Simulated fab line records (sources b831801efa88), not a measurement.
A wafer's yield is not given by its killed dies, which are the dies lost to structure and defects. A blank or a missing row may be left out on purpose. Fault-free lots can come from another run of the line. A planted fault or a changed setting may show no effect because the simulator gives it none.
The tool behind it: which one? | flow sky130 | 14 lots, 42 wafers sampled, at 3 steps of a route of 708

## WHAT THE GAUGES READ, wafer by wafer
SKY_SONOS_ONO_CD_MEAS_13: the cd target is 410 nm. Usual: cd nm at 409.2 nm, with a standard deviation of 2.3.
lot  | measured     | on        | cd nm (nm)        | flag
L361 | day 12 13:03 | cd sem-01 | 408.7 409.5 407.4 |
L362 | day 12 22:44 | cd sem-01 | 406.8 406.9 406.6 |
L364 | day 13 14:49 | cd sem-02 | 406.2 406.9 407.5 |
L365 | day 13 22:14 | cd sem-02 | 410.6 410.6 409.9 |
L366 | day 14 11:26 | cd sem-01 | 409.2 409.8 409.9 |
L368 | day 15 22:26 | cd sem-02 | 411.3 410.9 410.7 |
L369 | day 15 22:12 | cd sem-01 | 410.3 408.5 408.9 |
L370 | day 15 22:46 | cd sem-01 | 411.4 411.9 409.5 |
L371 | day 16 01:40 | cd sem-01 | 410.5 410.2 412.3 |
L373 | day 16 21:26 | cd sem-01 | 411.9 412.4 410.3 |
L375 | day 17 07:20 | cd sem-01 | 408.1 408.9 407.9 |
L379 | day 18 13:51 | cd sem-01 | 408.1 407.0 408.4 |
L380 | day 19 02:09 | cd sem-01 | 408.9 407.0 409.4 |
L381 | day 19 15:35 | cd sem-02 | 406.3 407.5 406.0 |

SKY_SONOS_ONO_OVL_MEAS_14. Usual: SONOS_ONO_OVL gives 0.1 nm (standard deviation 1.3).
lot  | measured     | on         | SONOS_ONO_OVL (nm) | flag
L361 | day 12 13:10 | overlay-02 | 2.0 0.8 1.2        |
L362 | day 12 22:51 | overlay-02 | -0.2 -0.2 0.6      |
L364 | day 13 14:55 | overlay-02 | -0.7 -0.4 0.4      |
L365 | day 13 22:22 | overlay-01 | -0.3 -2.7 -2.0     |
L366 | day 14 11:33 | overlay-02 | 1.2 0.9 -0.7       |
L368 | day 15 22:34 | overlay-02 | 3.3 0.8 3.0        |
L369 | day 15 22:19 | overlay-01 | -0.8 1.4 -1.1      |
L370 | day 15 22:52 | overlay-01 | 1.6 0.6 -0.9       |
L371 | day 16 01:46 | overlay-02 | -0.7 -0.8 -0.8     |
L373 | day 16 21:34 | overlay-01 | -0.5 0.8 0.6       |
L375 | day 17 07:27 | overlay-01 | 0.5 0.3 -0.7       |
L379 | day 18 13:58 | overlay-01 | 0.4 1.3 2.4        |
L380 | day 19 02:16 | overlay-01 | -1.6 -1.0 1.1      |
L381 | day 19 15:42 | overlay-02 | 0.2 0.7 -1.6       |

## WHAT TOOL EACH LOT RAN ON (gives the tool, then ch and the chambers of the sampled wafers, and finally the start)
lot  | SKY_PWDE_STRIP_09
L361 | plasma asher-04 ch 1, day 3 19:37
L362 | plasma asher-01 ch 0,1, day 4 00:07
L364 | plasma asher-02 ch 0,1, day 4 11:31
L365 | plasma asher-04 ch 0,1, day 4 19:55
L366 | plasma asher-02 ch 0,1, day 5 06:10
L368 | plasma asher-04 ch 1, day 5 19:22
L369 | plasma asher-04 ch 0,1, day 5 21:19
L370 | plasma asher-01 ch 1, day 6 04:58
L371 | plasma asher-04 ch 0,1, day 6 07:18
L373 | plasma asher-01 ch 0,1, day 6 20:22
L375 | plasma asher-02 ch 0,1, day 7 04:25
L379 | plasma asher-02 ch 0,1, day 8 01:43
L380 | plasma asher-02 ch 0,1, day 8 07:34
L381 | plasma asher-04 ch 0,1, day 8 16:16
- SKY_PWDE_STRIP_09: strips in O2/N2.

## AS READ BY THE TOOLS THEMSELVES (means over the sampled wafers that have a number; for cases with no such wafer, the mark the record gives instead)
SKY_PWDE_STRIP_09. Usual: drypump motor current A 5.6 A, standard deviation 0.7; oes product au 0.722 a.u., standard deviation 0.0048; strip time to endpoint s 36.92 s, standard deviation 0.097.
lot  | tool            | drypump motor current A (A) | oes product au (a.u.) | strip time to endpoint s (s) | flag
L361 | plasma asher-04 | 4.7                         | 0.722                 | 36.99                        |
L362 | plasma asher-01 | 5.9                         | 0.721                 | 36.84                        |
L364 | plasma asher-02 | 5.6                         | 0.717                 | 36.85                        |
L365 | plasma asher-04 | 6.0                         | 0.719                 | 37.01                        |
L366 | plasma asher-02 | 5.4                         | 0.728                 | 36.87                        |
L368 | plasma asher-04 | 4.7                         | 0.723                 | 36.88                        |
L369 | plasma asher-04 | 5.4                         | 0.727                 | 36.88                        |
L370 | plasma asher-01 | 6.2                         | 0.724                 | 37.05                        |
L371 | plasma asher-04 | 6.0                         | 0.722                 | 37.02                        |
L373 | plasma asher-01 | 5.5                         | 0.723                 | 36.92                        |
L375 | plasma asher-02 | 5.4                         | 0.719                 | 36.90                        |
L379 | plasma asher-02 | 5.6                         | 0.725                 | 36.89                        |
L380 | plasma asher-02 | 5.4                         | 0.729                 | 36.86                        |
L381 | plasma asher-04 | 5.4                         | 0.723                 | 37.04                        |

## THE ANSWER, worked out from the rows above alone
Rule: lot off if the mean of its wafers having a number is beyond 3 standard deviations from the usual mean. Also off: a lot with no number at a reading for which 4 or more lots have one. The other lots that the step has rows for count as sound. After the gauges, taken in route order, come the tools' own readings; for these a lot's mean is taken, as printed above. The first step at which some lot is off is used, and at that step the reading that is off furthest; a lot without a number counts as furthest.
None of the lots is off at any reading shown; this tells nothing.

## WHAT HAD BEEN PUT IN BY THE SIMULATOR
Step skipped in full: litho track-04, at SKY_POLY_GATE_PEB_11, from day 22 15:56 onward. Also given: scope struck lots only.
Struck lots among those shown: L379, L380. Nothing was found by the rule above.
